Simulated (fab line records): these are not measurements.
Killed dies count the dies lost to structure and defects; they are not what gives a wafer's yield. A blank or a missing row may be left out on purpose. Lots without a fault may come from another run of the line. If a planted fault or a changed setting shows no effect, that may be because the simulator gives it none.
fab line records	flow sky130
[record] lots = 12	wafers = 36	last_day = 50
route steps=708 shown METAL3@570 METAL5@662 PAD_OPEN@702
lots that met no fault: from a run of the same line without faults
start_h: start of the lot's first displayed wafer, in hours after the record's first day	wait_h: hours elapsed since this lot's preceding step	" as in the row above	L1.1+2: one row covering several wafers at once	- value missing, or start not given	* or withheld: withheld	< > ~ a bound
route shown NAME@n: NAME is a module with steps in the file, n the number in the route of the first one	usual: mean and standard deviation over wafers with no fault	same: alike in all rows	chamber/n: place in a boat	sites: per-site readings	_std_site: their standard deviation	_edge_site: outer sites' mean less inner sites'	radius_mm: for every site, how far away it sits from the centre of the wafer	mask NAME#n: copy n	behind: the most recent tool/chamber to have shaped the wafer	hold: cause of the lot's hold/its duration in hours/its outcome	device: transistor that didn't switch, given as n, p or np	end of line: tests of these same wafers at the route's end	a step without rows: its recipe alone	killed: at the first sort, the dies lost to defects and structure; wafer yield is something else	map: per-die view of a wafer (x killed, . not killed, _ where there is no die)
set.NAME: setting as actually run; set.NAME@STEP: the setting as run at that earlier step	model.NAME: the simulator's own value behind a step, which no gauge read
a sample of lots followed through the steps of the route, with each step as a table and each wafer as a row
services: the hour from which a tool's chamber was out of use, counted from the record's first day as start_h (under 0 if before that day), plus the number of hours and why
[[steps]]
[step SKY_METAL3_STRIP_20]
[recipe] chemistry = post_etch_residue_remover	time_s = 1200	temp_c = 72.5
lot.wafer	tool	chamber	start_h	wait_h
L246.4+5+6	wet_bench-03	0	901.97	0.0
L247.2+5+6	wet_bench-04	1	910.85	0.1
L249.2+4+5	wet_bench-04	3	924.90	0.1
L253.2+4+6	wet_bench-04	0	952.32	0.1
L256.2+4+5	wet_bench-02	3	976.23	0.1
L259.2+3+4	wet_bench-03	0	997.83	0.1
L260.1+4+5	wet_bench-02	3	999.78	0.1
L262.1+2+3	wet_bench-02	1	1015.95	0.1
L263.2+4+5	wet_bench-03	3	1026.12	0.1
L264.3+4+5	wet_bench-04	0	1029.47	0.0
L266.3+4+5	wet_bench-02	3	1047.72	0.0
L268.4+5+6	wet_bench-04	0	1054.07	0.0
[step SKY_METAL5_SPUTTER_01]
[recipe] material = TiN	target_thk_nm = 20	power_w = 6500	time_s = 16.7	chamber_pressure_pa = 0.4
[usual] throttle_valve_pct = 29.8/0.84
lot.wafer	tool	chamber	start_h	wait_h	throttle_valve_pct
L246.4	pvd_sputter-03	-	1005.34	0.0	28.9
L246.5	"	-	"	"	29.9
L246.6	"	-	"	"	31.3
L247.2	pvd_sputter-04	-	1013.09	0.0	31.0
L247.5	"	-	"	"	29.5
L247.6	"	-	"	"	29.8
L249.2	pvd_sputter-04	-	1026.61	0.0	31.1
L249.4	"	-	"	"	28.7
L249.5	"	-	"	"	29.7
L253.2	pvd_sputter-01	-	1052.00	0.0	30.3
L253.4	"	-	"	"	30.8
L253.6	"	-	"	"	30.3
L256.2	pvd_sputter-01	-	1072.68	0.0	30.4
L256.4	"	-	"	"	30.0
L256.5	"	-	"	"	28.4
L259.2	pvd_sputter-04	-	1092.21	0.0	28.6
L259.3	"	-	"	"	29.5
L259.4	"	-	"	"	29.4
L260.1	pvd_sputter-04	-	1092.48	0.0	28.8
L260.4	"	-	"	"	30.8
L260.5	"	-	"	"	28.5
L262.1	pvd_sputter-01	-	1108.09	0.0	28.7
L262.2	"	-	"	"	30.7
L262.3	"	-	"	"	29.4
L263.2	pvd_sputter-04	-	1119.16	0.0	29.8
L263.4	"	-	"	"	28.8
L263.5	"	-	"	"	31.1
L264.3	pvd_sputter-01	-	1120.15	0.0	29.2
L264.4	"	-	"	"	28.5
L264.5	"	-	"	"	30.8
L266.3	pvd_sputter-04	-	1136.37	0.0	28.9
L266.4	"	-	"	"	29.8
L266.5	"	-	"	"	28.7
L268.4	pvd_sputter-01	-	1141.30	0.0	29.8
L268.5	"	-	"	"	30.4
L268.6	"	-	"	"	28.6
[step SKY_METAL5_METAL_ETCH_15]
[recipe] target_depth_a = 12600	stop_on = SiO2	over_etch_frac = 0.2	time_s = 252	chemistry = Cl2/BCl3	resist_sidewall_deg = 86	pressure_mtorr = 10	icp_w = 900	bias_w = 48.5	Cl2_flow_sccm = 60	bcl3_flow_sccm = 30
[usual] drypump_motor_current_A = 5.8/0.53	oes_product_au = 0.895/0.0051	rf_fwd_power_W = 896.4/2.8	throttle_valve_pct = 22.263/0.0082
lot.wafer	tool	chamber	start_h	wait_h	drypump_motor_current_A	oes_product_au	rf_fwd_power_W	rf_hours_counter_h	throttle_valve_pct
L246.4	rie_metal-01	0	1028.30	0.1	5.6	0.894	898.4	-	22.269
L246.5	"	1	"	"	6.8	0.902	892.3	-	22.264
L246.6	"	0	"	"	5.6	0.900	897.4	-	22.271
L247.2	rie_metal-01	0	1035.20	0.0	5.6	0.900	897.5	12	22.260
L247.5	"	1	"	"	6.8	0.897	895.9	-	22.252
L247.6	"	0	"	"	5.6	0.894	899.6	-	22.263
L249.2	rie_metal-03	1	1048.32	0.0	5.1	0.900	897.4	14	22.263
L249.4	"	0	"	"	5.6	0.897	897.6	-	22.265
L249.5	"	1	"	"	5.1	0.896	900.8	-	22.264
L253.2	rie_metal-03	1	1074.10	0.0	5.0	0.898	893.5	16	22.256
L253.4	"	1	"	"	5.1	0.894	893.1	-	22.261
L253.6	"	0	"	"	5.6	0.897	899.1	-	22.272
L256.2	rie_metal-03	1	1093.27	0.0	5.0	0.882	894.8	17	22.267
L256.4	"	1	"	"	5.0	0.898	896.5	-	22.258
L256.5	"	0	"	"	5.7	0.890	893.6	-	22.256
L259.2	rie_metal-04	0	1111.82	0.0	6.2	0.895	900.7	24	22.259
L259.3	"	1	"	"	6.1	0.889	893.6	-	22.268
L259.4	"	0	"	"	6.1	0.903	899.3	-	22.255
L260.1	rie_metal-03	0	1112.47	0.0	5.6	0.903	894.1	7	22.251
L260.4	"	0	"	"	5.6	0.893	896.1	-	22.261
L260.5	"	1	"	"	5.0	0.890	899.1	-	22.260
L262.1	rie_metal-03	0	1128.00	0.0	5.7	0.899	892.7	8	22.253
L262.2	"	1	"	"	5.0	0.889	889.7	20	22.262
L262.3	"	1	"	"	5.1	0.895	892.4	-	22.275
L263.2	rie_metal-03	0	1137.60	0.0	5.7	0.898	897.9	9	22.282
L263.4	"	0	"	"	5.7	0.893	896.8	-	22.265
L263.5	"	1	"	"	5.0	0.884	900.1	-	22.256
L264.3	rie_metal-04	1	1139.01	0.2	6.1	0.898	891.4	-	22.263
L264.4	"	1	"	"	6.1	0.896	891.8	-	22.262
L264.5	"	1	"	"	6.1	0.897	894.8	-	22.259
L266.3	rie_metal-01	1	1154.66	0.2	6.8	0.901	899.0	-	22.264
L266.4	"	1	"	"	6.8	0.901	897.5	-	22.260
L266.5	"	1	"	"	6.8	0.893	895.6	-	22.259
L268.4	rie_metal-04	0	1159.65	0.1	6.1	0.892	893.1	-	22.266
L268.5	"	0	"	"	6.1	0.888	899.6	-	22.273
L268.6	"	1	"	"	6.1	0.896	889.8	-	22.271
[step SKY_PAD_OPEN_STRIP_08]
[recipe] chemistry = O2/N2	power_w = 1400	pressure_mtorr = 1500	platen_temp_c = withheld	overash_fraction = 0.7	o2_flow_sccm = 3000	n2_flow_sccm = 300
[usual] drypump_motor_current_A = 5.8/0.4	oes_product_au = 0.663/0.0043	strip_time_to_endpoint_s = 37.04/0.11
lot.wafer	tool	chamber	start_h	wait_h	drypump_motor_current_A	oes_product_au	rf_hours_counter_h	strip_time_to_endpoint_s
L246.4	plasma_asher-01	1	1072.50	0.1	6.5	0.664	-	36.79
L246.5	"	1	"	"	6.5	0.660	-	36.92
L246.6	"	0	"	"	6.2	0.661	-	36.86
L247.2	plasma_asher-03	1	1080.29	0.1	5.9	0.665	1	37.14
L247.5	"	0	"	"	5.5	0.667	-	37.15
L247.6	"	1	"	"	5.9	0.664	-	37.16
L249.2	plasma_asher-01	1	1092.22	0.1	6.5	0.664	96	37.15
L249.4	"	1	"	"	6.5	0.660	-	36.98
L249.5	"	0	"	"	6.2	0.655	-	37.09
L253.2	plasma_asher-01	0	1116.24	0.1	6.2	0.665	98	36.98
L253.4	"	1	"	"	6.5	0.665	-	36.87
L253.6	"	1	"	"	6.5	0.662	-	36.87
L256.2	plasma_asher-04	1	1134.32	0.1	6.0	0.663	71	37.18
L256.4	"	1	"	"	6.0	0.659	-	37.17
L256.5	"	1	"	"	5.9	0.655	-	37.20
L259.2	plasma_asher-04	0	1150.47	0.1	5.3	0.665	72	37.00
L259.3	"	1	"	"	6.0	0.657	-	37.09
L259.4	"	0	"	"	5.3	0.662	-	37.02
L260.1	plasma_asher-04	1	1151.97	0.1	6.0	0.661	72	36.99
L260.4	"	0	"	"	5.3	0.670	-	37.09
L260.5	"	0	"	"	5.3	0.667	-	37.11
L262.1	plasma_asher-04	0	1165.47	0.1	5.2	0.664	74	37.02
L262.2	"	1	"	"	6.0	0.664	74	37.02
L262.3	"	0	"	"	5.2	0.668	-	36.92
L263.2	plasma_asher-04	1	1174.67	0.1	6.0	0.664	75	37.18
L263.4	"	1	"	"	5.9	0.668	-	37.22
L263.5	"	0	"	"	5.3	0.667	-	37.15
L264.3	plasma_asher-04	0	1176.30	0.1	5.2	0.654	-	37.13
L264.4	"	1	"	"	6.0	0.664	-	37.07
L264.5	"	1	"	"	6.0	0.664	-	37.07
L266.3	plasma_asher-03	0	1189.66	0.1	5.5	0.654	-	37.09
L266.4	"	1	"	"	5.9	0.662	-	37.00
L266.5	"	1	"	"	5.9	0.663	-	37.02
L268.4	plasma_asher-04	0	1193.31	0.1	5.2	0.674	-	37.12
L268.5	"	0	"	"	5.3	0.668	-	36.98
L268.6	"	1	"	"	6.0	0.666	-	36.96
[step SKY_PAD_OPEN_PROBE_99]
[usual] defect_limited_yield = 82.5/2	killed_at_M0_to_M3 = 42/6.6	killed_at_M4_up = 3.1/1.9	killed_at_contacts = 25/5.7	killed_at_front_end = 16/5	killed_at_other = 0.2/0.38	killed_dies = 86/9.6	killed_open = 47/7.2	killed_short = 39/6.2	sort_bin_3_pad_short = 0.9/0.44	sort_bin_5_function = 10.3/1.5	sort_bin_6_memory = 6.2/1.1	sort_n_pass = 406/9.6	sort_yield_pct = 82.5/2
[same] gross_dies = 492	killed_at_back_side = 0	sort_bin_4_leakage[%] = 0	sort_bin_8_speed[%] = 0
lot.wafer	tool	chamber	start_h	wait_h	defect_limited_yield[%]	killed_at_M0_to_M3	killed_at_M4_up	killed_at_contacts	killed_at_front_end	killed_at_other	killed_dies	killed_open	killed_short	sort_bin_3_pad_short[%]	sort_bin_5_function[%]	sort_bin_6_memory[%]	sort_n_pass	sort_yield_pct[%]
L247.2	prober-02	-	1082.60	0.1	83.5	48	3	19	11	0	81	56	25	0	8.5	7.9	411	83.5
L247.5	prober-02	-	1082.75	0.2	85.4	31	5	23	13	0	72	47	25	0.8	10.0	3.9	420	85.4
L247.6	prober-02	-	1082.80	0.2	82.3	53	1	20	12	1	87	57	30	0.6	11.0	6.1	405	82.3
L249.2	prober-02	-	1094.49	0.1	83.3	51	5	17	9	0	82	40	42	1.4	8.9	6.3	410	83.3
L249.4	prober-02	-	1094.59	0.2	82.3	36	3	34	14	0	87	43	44	0.8	10.0	6.9	405	82.3
L249.5	prober-02	-	1094.64	0.2	81.7	32	7	28	23	0	90	38	52	1.4	10.4	6.5	402	81.7
L253.2	prober-02	-	1118.91	0.1	72.4	80	3	31	22	0	136	43	49	3.7	16.7	7.3	356	72.4
L253.4	prober-02	-	1119.01	0.2	71.1	97	1	29	14	1	142	61	34	1.6	18.1	9.1	350	71.1
L253.6	prober-02	-	1119.11	0.2	71.5	76	5	27	31	1	140	54	48	1.6	17.7	9.1	352	71.5
L256.2	prober-01	-	1136.84	0.1	83.7	47	4	17	12	0	80	40	40	1.0	7.5	7.7	412	83.7
L256.4	prober-01	-	1136.94	0.2	78.5	53	4	33	16	0	106	61	45	1.2	16.1	4.3	386	78.5
L256.5	prober-01	-	1136.99	0.2	83.7	30	1	32	17	0	80	46	34	1.0	8.7	6.5	412	83.7
L260.1	prober-01	-	1154.19	0.1	80.7	37	3	39	15	1	95	50	45	1.0	11.8	6.5	397	80.7
L260.4	prober-01	-	1154.34	0.2	81.9	36	0	37	16	0	89	54	35	0.8	9.1	8.1	403	81.9
L260.5	prober-01	-	1154.39	0.2	82.1	46	3	26	13	0	88	50	38	0.4	11.8	5.7	404	82.1
L263.2	prober-02	-	1177.10	0.1	83.3	44	2	28	7	1	82	48	34	0.4	10.8	5.5	410	83.3
L263.4	prober-02	-	1177.20	0.2	85.0	36	2	25	11	0	74	36	38	0.6	8.3	6.1	418	85.0
L263.5	prober-02	-	1177.25	0.2	80.3	57	3	25	12	0	97	53	41	1.0	11.2	7.5	395	80.3
L264.3	prober-01	-	1178.76	0.2	82.1	51	2	20	15	0	88	46	42	1.4	9.1	7.3	404	82.1
L264.4	prober-01	-	1178.81	0.2	82.3	50	8	19	10	0	87	46	41	1.0	10.0	6.7	405	82.3
L264.5	prober-01	-	1178.86	0.2	82.5	39	2	19	26	0	86	44	42	1.6	8.7	7.1	406	82.5
L266.3	prober-01	-	1191.95	0.2	83.7	35	8	19	18	0	80	45	35	0.2	10.4	5.7	412	83.7
L266.4	prober-01	-	1192.00	0.2	84.6	40	3	19	14	0	76	42	34	0.4	8.7	6.3	416	84.6
L266.5	prober-01	-	1192.05	0.2	83.5	43	2	22	14	0	81	45	36	0.4	10.0	6.1	411	83.5
// killed by level:class
L247.2 VIA1:geometric_particle:open=16 CONTACT:geometric_particle:open=10 VIA3:geometric_particle:open=8 FIELD_ISO:geometric_particle:open=7 METAL2:geometric_particle:short=6 LI_CONTACT:geometric_particle:open=4 METAL1:geometric_particle:short=4 VIA2:geometric_particle:open=4
L247.5 LI_CONTACT:geometric_particle:open=9 VIA2:geometric_particle:open=9 CONTACT:geometric_particle:open=8 VIA1:geometric_particle:open=7 FIELD_ISO:geometric_particle:open=4 METAL4:geometric_particle:short=4 VIA3:geometric_particle:open=4 FIELD_ISO:geometric_particle:short=3
L247.6 VIA1:geometric_particle:open=17 VIA2:geometric_particle:open=10 CONTACT:geometric_particle:open=8 VIA3:geometric_particle:open=8 VIA1:geometric_particle:short=7 FIELD_ISO:geometric_particle:short=6 LI_CONTACT:geometric_particle:open=6 METAL1:geometric_particle:short=5
L249.2 METAL1:geometric_particle:short=11 VIA1:geometric_particle:open=8 VIA1:geometric_particle:short=8 VIA3:geometric_particle:open=6 CONTACT:geometric_particle:open=6 VIA2:geometric_particle:open=6 METAL2:geometric_particle:short=5 METAL3:geometric_particle:short=4
L249.4 CONTACT:geometric_particle:open=16 LOCAL_INTERCONNECT:geometric_particle:short=8 VIA3:geometric_particle:open=8 METAL1:geometric_particle:short=6 VIA1:geometric_particle:open=6 POLY_GATE:geometric_particle:open=5 VIA2:geometric_particle:short=5 FIELD_ISO:geometric_particle:short=4
L249.5 POLY_GATE:geometric_particle:short=8 CONTACT:geometric_particle:short=8 LOCAL_INTERCONNECT:geometric_particle:short=7 POLY_GATE:geometric_particle:open=6 CONTACT:geometric_particle:open=6 VIA1:geometric_particle:open=6 FIELD_ISO:geometric_particle:short=5 METAL1:geometric_particle:short=5
L253.2 METAL3:unspecified=44 CONTACT:geometric_particle:short=9 CONTACT:geometric_particle:open=9 FIELD_ISO:geometric_particle:short=7 LI_CONTACT:geometric_particle:open=7 FIELD_ISO:geometric_particle:open=5 VIA1:geometric_particle:short=5 VIA1:geometric_particle:open=5
L253.4 METAL3:unspecified=47 CONTACT:geometric_particle:open=14 VIA1:geometric_particle:open=10 VIA1:geometric_particle:short=8 VIA2:geometric_particle:open=7 VIA3:geometric_particle:open=7 FIELD_ISO:geometric_particle:open=6 POLY_GATE:geometric_particle:open=5
L253.6 METAL3:unspecified=38 CONTACT:geometric_particle:open=13 FIELD_ISO:geometric_particle:open=9 POLY_GATE:geometric_particle:open=8 METAL2:geometric_particle:short=7 FIELD_ISO:geometric_particle:short=6 VIA2:geometric_particle:open=6 POLY_GATE:geometric_particle:short=5
L256.2 VIA3:geometric_particle:open=9 METAL1:geometric_particle:short=8 VIA1:geometric_particle:open=8 CONTACT:geometric_particle:short=7 FIELD_ISO:geometric_particle:short=6 CONTACT:geometric_particle:open=5 VIA1:geometric_particle:short=4 METAL3:geometric_particle:short=4
L256.4 VIA1:geometric_particle:open=17 CONTACT:geometric_particle:open=10 LI_CONTACT:geometric_particle:open=8 LOCAL_INTERCONNECT:geometric_particle:short=8 POLY_GATE:geometric_particle:open=6 METAL3:geometric_particle:short=5 METAL1:geometric_particle:short=5 VIA2:geometric_particle:open=5
L256.5 CONTACT:geometric_particle:open=13 VIA1:geometric_particle:open=9 METAL1:geometric_particle:short=8 CONTACT:geometric_particle:short=5 LOCAL_INTERCONNECT:geometric_particle:short=5 POLY_GATE:geometric_particle:short=4 POLY_GATE:geometric_particle:open=4 VIA2:geometric_particle:open=4
L260.1 LI_CONTACT:geometric_particle:open=13 CONTACT:geometric_particle:open=10 VIA1:geometric_particle:open=8 CONTACT:geometric_particle:short=7 VIA2:geometric_particle:open=7 POLY_GATE:geometric_particle:short=6 VIA1:geometric_particle:short=6 LOCAL_INTERCONNECT:geometric_particle:short=5
L260.4 CONTACT:geometric_particle:open=18 VIA1:geometric_particle:open=8 LOCAL_INTERCONNECT:geometric_particle:short=7 FIELD_ISO:geometric_particle:open=5 FIELD_ISO:geometric_particle:short=5 VIA2:geometric_particle:open=5 LOCAL_INTERCONNECT:geometric_particle:open=4 METAL1:geometric_particle:short=4
L260.5 VIA1:geometric_particle:open=13 VIA2:geometric_particle:open=8 CONTACT:geometric_particle:open=7 VIA3:geometric_particle:open=7 LOCAL_INTERCONNECT:geometric_particle:short=6 METAL1:geometric_particle:short=6 CONTACT:geometric_particle:short=5 METAL2:geometric_particle:short=5
L263.2 CONTACT:geometric_particle:open=15 METAL1:geometric_particle:short=11 VIA1:geometric_particle:open=10 VIA2:geometric_particle:open=5 VIA3:geometric_particle:open=5 POLY_GATE:geometric_particle:short=4 LI_CONTACT:geometric_particle:open=4 CONTACT:geometric_particle:short=4
L263.4 CONTACT:geometric_particle:open=7 VIA2:geometric_particle:open=7 VIA1:geometric_particle:open=6 METAL2:geometric_particle:short=6 FIELD_ISO:geometric_particle:short=5 CONTACT:geometric_particle:short=5 LI_CONTACT:geometric_particle:open=5 VIA1:geometric_particle:short=5
L263.5 VIA1:geometric_particle:open=12 VIA3:geometric_particle:open=10 CONTACT:geometric_particle:open=9 VIA2:geometric_particle:open=8 LI_CONTACT:geometric_particle:open=7 LOCAL_INTERCONNECT:geometric_particle:short=6 VIA1:geometric_particle:short=6 METAL1:geometric_particle:short=5
L264.3 VIA1:geometric_particle:open=16 VIA3:geometric_particle:open=10 CONTACT:geometric_particle:open=8 CONTACT:geometric_particle:short=7 METAL2:geometric_particle:short=7 POLY_GATE:geometric_particle:short=6 FIELD_ISO:geometric_particle:short=5 VIA1:geometric_particle:short=4
L264.4 CONTACT:geometric_particle:open=10 VIA3:geometric_particle:open=8 VIA2:geometric_particle:open=8 METAL4:geometric_particle:short=7 VIA1:geometric_particle:open=7 METAL2:geometric_particle:short=7 METAL3:geometric_particle:short=5 CONTACT:geometric_particle:short=5
L264.5 VIA1:geometric_particle:open=9 FIELD_ISO:geometric_particle:open=8 METAL2:geometric_particle:short=8 CONTACT:geometric_particle:open=7 FIELD_ISO:geometric_particle:short=5 LI_CONTACT:geometric_particle:open=4 METAL1:geometric_particle:short=4 VIA1:geometric_particle:short=4
L266.3 VIA1:geometric_particle:open=9 CONTACT:geometric_particle:open=9 METAL1:geometric_particle:short=7 LOCAL_INTERCONNECT:geometric_particle:short=6 POLY_GATE:geometric_particle:short=5 VIA2:geometric_particle:open=5 VIA3:geometric_particle:open=5 METAL4:geometric_particle:short=5
L266.4 LI_CONTACT:geometric_particle:open=9 VIA1:geometric_particle:open=7 VIA3:geometric_particle:open=6 FIELD_ISO:geometric_particle:short=5 CONTACT:geometric_particle:open=5 METAL1:geometric_particle:short=5 VIA1:geometric_particle:short=5 VIA2:geometric_particle:short=5
L266.5 VIA1:geometric_particle:open=10 CONTACT:geometric_particle:open=9 VIA1:geometric_particle:short=8 METAL1:geometric_particle:short=7 VIA2:geometric_particle:open=6 FIELD_ISO:geometric_particle:open=5 METAL2:geometric_particle:short=5 LI_CONTACT:geometric_particle:open=4
[[services]]
tool	chamber	start_h	hours	kind
pvd_sputter-04	-	888.09	2.7	repair
wet_bench-02	-	906.85	1.2	repair
pvd_sputter-03	-	907.52	4.1	repair
wet_bench-03	-	908.26	4.0	repair
pvd_sputter-04	3	924.76	-	consumable_replace:kit
pvd_sputter-04	3	924.76	18.0	scheduled_down
pvd_sputter-04	3	924.76	18.0	vent_cycle
rie_metal-03	-	960.31	2.8	pm
rie_metal-03	0	973.59	-	clean
rie_metal-03	0	973.59	30.0	scheduled_down
plasma_asher-04	-	1014.64	2.5	repair
plasma_asher-01	-	1031.54	0.4	repair
rie_metal-01	-	1031.56	0.8	repair
plasma_asher-03	-	1031.88	1.2	repair
plasma_asher-03	-	1055.25	9.0	pm
plasma_asher-01	-	1055.88	2.8	pm
pvd_sputter-03	-	1058.94	89.3	repair
rie_metal-01	-	1088.78	1.1	repair
rie_metal-01	0	1138.94	17.7	repair
plasma_asher-03	-	1139.82	4.3	pm
rie_metal-03	-	1154.75	0.5	repair
plasma_asher-01	-	1169.06	15.6	pm
pvd_sputter-04	-	1172.08	1.0	repair
rie_metal-01	1	1173.15	11.7	repair
[[key]]
[first_sign] step = SKY_PAD_OPEN_PROBE_99	reading = killed_at_M0_to_M3	direction = up	sigmas = 6.4	usual = 42	struck = 84
[effect] step = SKY_PAD_OPEN_PROBE_99	reading = killed_dies	direction = up	sigmas = 5.5	usual = 86	struck = 139
met_at SKY_METAL3_STRIP_20
struck_lots L253
struck_wafers L253.2,L253.4,L253.6
not_acting_at SKY_METAL5_SPUTTER_01,SKY_METAL5_METAL_ETCH_15,SKY_PAD_OPEN_STRIP_08
[fault] kind = chamber_particle_source	tool = wet_bench-04	chamber = 0	onset_h = 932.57	steps = SKY_METAL3_STRIP_20	rate_per_visit_cm2 = 0.50074	end_h = 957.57
